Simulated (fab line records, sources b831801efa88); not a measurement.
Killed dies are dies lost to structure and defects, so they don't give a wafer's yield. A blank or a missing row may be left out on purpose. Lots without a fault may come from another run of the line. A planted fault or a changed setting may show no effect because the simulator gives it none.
A struck lot beside a sound one | flow sky130 | 43 steps out of a route of 708
Sound: wafers L862.4, L862.5, L862.6. Struck: wafers L876.2, L876.3, L876.4. The cause comes at the end.
At each step with rows: each side's tool, then ch and its chambers, then its first start. Under that, the readings that differ: sound wafers | struck wafers | difference of the means | sigmas: that difference in standard deviations of wafers without a fault.
alike: readings whose means differ by less than 2 such deviations, and words and numbers that are the same on both sides. not compared: withheld readings, readings that some wafer has no value for, bounds like >300 that may hide the same value, and numbers for which the record gives no deviation and whose values overlap.
The two part at a step that has a row with sigmas, a row that says differs or no value, or rows on one side only. Numbers that don't overlap but have no deviation are shown without sigmas and don't part them. A reading that every wafer of one side lacks parts them only if that side has two wafers or more.

first, 1 step without rows for these wafers: SKY_VIA1_ETCH_14 (etches BARC in N2/H2, stops on SiO2, time 45.9 s, target depth 60 nm).
SKY_VIA1_ETCH_15: etches SiO2 in C4F8/O2/Ar, stops on TiN, target depth 351 nm, time 54 s.
  sound on rie_diel-02 ch 0,1,2, day 34 22:23; struck on rie_diel-02 ch 1,2,3, day 39 10:29
  reading                | sound | struck | difference                   | sigmas
  rf_hours_counter_h (h) | - - - | 5 9 16 | no value on the sound wafers |
  alike: oes_product_au
then, 4 steps without rows for these wafers: SKY_VIA1_STRIP_16 (strips in O2/N2); SKY_VIA1_STRIP_17 (strips in post etch residue remover, time 1200 s); SKY_VIA1_CLEAN_18 (cleans in IPA, time 180 s); SKY_VIA1_CLEAN_19 (cleans in O3/DIW).
SKY_VIA1_SPUTTER_20: material TiN, target thk 20 nm, time 80 s.
  sound on pvd_sputter-01, day 34 23:00; struck on pvd_sputter-01, day 39 11:07
  alike: throttle_valve_pct
then, 1 step without rows for these wafers: SKY_VIA1_CVD_21 (deposits W, target thk 270 nm, time 80.902 s).
SKY_VIA1_RS_MEAS_22: measures by four-point-probe.
  sound on film_metro-04, day 34 23:13; struck on film_metro-02, day 39 11:18
  alike: VIA1_W_RS
SKY_VIA1_THK_MEAS_23: measures by xrf.
  sound on film_metro-04, day 34 23:19; struck on film_metro-02, day 39 11:25
  alike: VIA1_W_THK
SKY_VIA1_CMP_24: polishes, stops on SiO2, t overpolish 15 s, target thk 0 nm.
  sound on cmp-01 ch 0,1,2, day 34 23:26; struck on cmp-02 ch 0,2,3, day 39 11:38
  alike: motor_current_A, overpolish_run_s, time_to_endpoint_s
SKY_METAL2_SPUTTER_00: material Ti, target thk 15 nm, time 10 s.
  sound on pvd_sputter-02, day 34 23:38; struck on pvd_sputter-03, day 39 11:53
  alike: throttle_valve_pct
SKY_METAL2_SPUTTER_01: material TiN, target thk 20 nm, time 16.7 s.
  sound on pvd_sputter-02, day 34 23:40; struck on pvd_sputter-03, day 39 11:55
  alike: throttle_valve_pct
then, 3 steps without rows for these wafers: SKY_METAL2_SPUTTER_02 (material AlCu, target thk 250 nm, time 13.3 s); SKY_METAL2_SPUTTER_03 (material Ti, target thk 5 nm, time 3.3 s); SKY_METAL2_SPUTTER_04 (material TiN, target thk 70 nm, time 58.3 s).
SKY_METAL2_RS_MEAS_05: measures by four-point-probe.
  sound on film_metro-03, day 34 23:50; struck on film_metro-03, day 39 12:03
  alike: METAL2_ALCU_RS
SKY_METAL2_THK_MEAS_06: measures by xrf.
  sound on film_metro-03, day 34 23:56; struck on film_metro-03, day 39 12:10
  alike: METAL2_ALCU_THK
then, 8 steps without rows for these wafers: SKY_METAL2_DEHYDRATE_07 (time 60 s); SKY_METAL2_HMDS_08 (prime time 60 s); SKY_METAL2_COAT_09 (resist thk 60 nm); SKY_METAL2_COAT_10 (resist thk 450 nm); SKY_METAL2_SOFTBAKE_11 (time 90 s); SKY_METAL2_EXPOSE_12 (exposes mask MM2, target cd 140 nm); SKY_METAL2_PEB_13; SKY_METAL2_DEVELOP_14 (develop time 60 s).
SKY_METAL2_CD_MEAS_15: target cd 140 nm.
  sound on cd_sem-02, day 36 02:34; struck on cd_sem-02, day 40 12:48
  alike: cd_nm
SKY_METAL2_OVL_MEAS_16:
  sound on overlay-01, day 36 02:39; struck on overlay-02, day 40 12:54
  alike: METAL2_OVL
then, 1 step without rows for these wafers: SKY_METAL2_DESCUM_17 (chemistry O2, time 8 s).
SKY_METAL2_ETCH_18: etches BARC in N2/H2, stops on SiO2, time 45.9 s, target depth 60 nm.
  sound on rie_metal-01 ch 0,1, day 36 02:43; struck on rie_metal-02 ch 0,1, day 40 12:58
  alike: drypump_motor_current_A, oes_product_au, throttle_valve_pct
  not compared: rf_hours_counter_h
then, 6 steps without rows for these wafers: SKY_METAL2_METAL_ETCH_19 (etches the open film in Cl2/BCl3, stops on SiO2, target depth 360 nm, time 78 s); SKY_METAL2_STRIP_20 (strips in O2/N2); SKY_METAL2_STRIP_21 (strips in post etch residue remover, time 1200 s); SKY_METAL2_CLEAN_22 (cleans in IPA, time 180 s); SKY_METAL2_CLEAN_23 (cleans in O3/DIW); SKY_VIA2_HDPCVD_00 (deposits SiO2, target thk 1180 nm, time 196.7 s).
SKY_VIA2_THK_MEAS_01:
  sound on film_metro-04, day 36 03:36; struck on film_metro-01, day 40 13:51
  alike: VIA2_HDPCVD_THK
then, 1 step without rows for these wafers: SKY_VIA2_CMP_02 (polishes SiO2).
SKY_VIA2_BOW_MEAS_03:
  sound on film_metro-02, day 36 03:59; struck on film_metro-04, day 40 14:13
  alike: VIA2_BOW
then, 3 steps without rows for these wafers: SKY_VIA2_DEHYDRATE_04 (time 60 s); SKY_VIA2_HMDS_05 (prime time 60 s); SKY_VIA2_COAT_06 (resist thk 60 nm).
-- the record jumps here: 9 days lie between the struck wafers' starts before and after (it left off in module VIA2 and takes up again in module PAD_OPEN, whose first step shown is number 708 of the route) --
SKY_PAD_OPEN_PROBE_99:
  the record has rows for the struck wafers here (prober-01, day 49 22:27) and none for the sound ones

WHERE THEY PART
First at SKY_VIA1_ETCH_15; last, within this record, at SKY_PAD_OPEN_PROBE_99.

WHY: what the simulator had put in
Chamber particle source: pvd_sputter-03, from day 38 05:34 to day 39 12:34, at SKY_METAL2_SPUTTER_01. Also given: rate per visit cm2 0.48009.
